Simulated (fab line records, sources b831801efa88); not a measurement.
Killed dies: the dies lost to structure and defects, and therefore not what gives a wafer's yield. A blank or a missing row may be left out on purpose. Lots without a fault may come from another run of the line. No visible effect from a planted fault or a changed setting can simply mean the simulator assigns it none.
Code-filled problem report in 8D (eight disciplines) form :: flow sky130 :: the parts of the form that need people (team, actions taken, sign-off) are left out

1. THE PROBLEM
Mean of cdNm at SKY_SONOS_TUNNEL_CD_MEAS_07: 392.1 nm across 3 wafers in 2 lots; on wafers with no fault it is 409.8 nm (standard deviation 2.6). That puts it -6.8 standard deviations away from the usual mean.
The step: target cd 410 nm.
First seen on wafer L512.1, day 15 00:55, on cdSem-01. The record holds 42 wafers of 14 lots with a number at this step. By rule, "out" or "out of limits" means more than 4 standard deviations away from the usual mean. Any other wafer with a number is counted as sound.

2. WHAT THIS IS AND IS NOT
question: which readings at this step
is: cdNm
is not: -

question: which lots
is: L512, L513
is not: L500, L501, L502, L503, L504, L507, L508, L510, L519, L520, L522, L523

question: which wafers of those lots
is: L512.1, L513.1, L513.2
is not: L512.4, L512.6, L513.5

question: read on which gauges
is: cdSem-01, cdSem-02
is not: -

question: when
is: from day 15 00:55
is not: up to then (26 sound wafers); but 13 sound wafers of L513, L519, L520, L522, L523 came after

3. THE SUSPECTS, EACH WITH WHAT RULES IT OUT
Counting: any tool at a process step up to the reading remains a suspect provided it ran every lot that is out. Sound lots after the first of them don't rule it out here, since some wafers of a struck lot are sound.
- the gauge at SKY_SONOS_TUNNEL_CD_MEAS_07: ruled out. 2 gauges (cdSem-01, cdSem-02) read the wafers that are out.
- lithoTrack-03 at SKY_SONOS_TUNNEL_DEVELOP_06 (develop time 60 s): kept. It ran every lot that is out, first L512 (day 15 00:46); its last sound lot up to then is L510 (day 14 12:55).
Left after counting: lithoTrack-03 at SKY_SONOS_TUNNEL_DEVELOP_06.

4. THE CAUSE (what the simulator had put in)
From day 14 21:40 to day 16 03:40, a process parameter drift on lithoTrack-03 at SKY_SONOS_TUNNEL_DEVELOP_06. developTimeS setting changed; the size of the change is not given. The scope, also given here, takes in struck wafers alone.
This tool alone remained once counting was done.

5. THE CHAIN OF EFFECTS, in route order
Each row: a reading where the mean over the struck wafers with a number is more than 3 standard deviations away from the usual. Only readings for which the record gives a usual standard deviation are gone through. hours: the time from each lot's start at the first step in this table that gives one to its start at this step, as a median over the lots. sigmas: the change in usual standard deviations.
hours: 0
step: SKY_SONOS_TUNNEL_CD_MEAS_07
reading: cdNm
usual: 409.8 nm
on struck wafers: 392.1
change: -17.7
sigmas: -6.8
Later measuring or inspecting steps at which every struck wafer that the step has a row for has a number for every such reading, and none has moved that far: SKY_SONOS_TUNNEL_TW_MEAS_12.

6. HOW IT WOULD HAVE BEEN CAUGHT EARLIER
3 hours passed between the start of the fault at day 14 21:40 and the first reading out of limits at a measuring or inspecting step in this record, taken at day 15 00:55.
An alarm limit of 4 standard deviations would not have fired on the tool readings at SKY_SONOS_TUNNEL_DEVELOP_06 for which the record gives a usual standard deviation, since none of them was out on any struck wafer.
L513, from the lots that are out (2), started SKY_SONOS_TUNNEL_DEVELOP_06 on lithoTrack-03 later than day 15 00:55. It would have been spared by a hold on the tool at that moment.
